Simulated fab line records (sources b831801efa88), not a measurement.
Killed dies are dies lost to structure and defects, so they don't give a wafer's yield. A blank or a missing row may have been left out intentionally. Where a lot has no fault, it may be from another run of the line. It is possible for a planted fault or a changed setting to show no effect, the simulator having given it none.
Problem report in the 8D (eight disciplines) form, filled by code -- flow gf180mcu -- the parts of the form that need people (team, actions taken, sign-off) are left out

1. WHAT IS WRONG
Mean of cathode_dc_power_W at GF_M4_SPUTTER_03: 2830.4 W across 6 wafers in 2 lots; on wafers with no fault it is 3000.0 W (standard deviation 0.56). So: -99 or more standard deviations from the usual mean.
The step: material Ti, target thk 10 nm, time 6.7 s.
First observed at day 26 17:04: wafer L851.1, on pvd_sputter-02. The record holds 39 wafers of 13 lots with a number at this step. By rule, "out" or "out of limits" means more than 4 standard deviations away from the usual mean. The other wafers with a number count as sound.

2. WHAT IT IS, AND WHAT IT ISN'T
question,is,is not
which readings at this step,cathode_dc_power_W,"chamber_pressure_pa, throttle_valve_pct"
which lots,"L851, L853","L839, L840, L841, L842, L843, L844, L846, L858, L859, L860, L861"
which wafers of those lots,all that have a number,-
read on which tools,pvd_sputter-02,"pvd_sputter-01, pvd_sputter-04"
when,from day 26 17:04,"up to then (21 sound wafers); but 12 sound wafers of L858, L859, L860, L861 came after"

3. WHAT RULES OUT EACH SUSPECT
Counting: any tool at a process step up to the reading is kept as a suspect provided that every lot that is out went through it and no sound lot did after the first of them.
- pvd_sputter-04 at GF_V3_SPUTTER_22 (material TiN, target thk 10 nm, time 40 s): kept. All lots that are out passed through it, beginning with L851 at day 26 16:16, and no sound lot followed; its final sound lot before that point was L844 at day 24 04:58.
- pvd_sputter-02 at GF_M4_SPUTTER_03 (material Ti, target thk 10 nm, time 6.7 s): kept. All lots that are out passed through it, beginning with L851 at day 26 17:04, and no sound lot followed; its final sound lot before that point was L846 at day 25 06:56. Out on those wafers are its own readings of cathode_dc_power_W.
After counting, pvd_sputter-04 at GF_V3_SPUTTER_22 and pvd_sputter-02 at GF_M4_SPUTTER_03 remain.

4. THE CAUSE (what the simulator had put in)
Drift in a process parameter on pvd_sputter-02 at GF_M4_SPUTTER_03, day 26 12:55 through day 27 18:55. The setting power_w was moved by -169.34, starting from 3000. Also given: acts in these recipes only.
Counting leaves 2 suspects; this tool is one of them.

5. SEQUENCE OF EFFECTS, ordered by route
Each row: a reading where the mean over the struck wafers with a number is more than 3 standard deviations away from the usual. Only readings for which the record gives a usual standard deviation are gone through. hours: the time from each lot's start at the first step in this table that gives one to its start at this step, as a median over the lots. sigmas: the change in usual standard deviations.
hours,step,reading,usual,on struck wafers,change,sigmas
0,GF_M4_SPUTTER_03,cathode_dc_power_W,3000.0 W,2830.4,-169.6,-99 or more
Process steps it contains:
- GF_M4_SPUTTER_03: material Ti, target thk 10 nm, time 6.7 s.
Later steps that measure or inspect, where all struck wafers having a row at the step show a number for every such reading and not one has moved that far: GF_M4_OVL_MEAS_15.

6. WHAT WOULD HAVE CAUGHT IT SOONER
4 hours passed between the start of the fault at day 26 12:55 and the first reading out of limits in this record, taken at day 26 17:04.
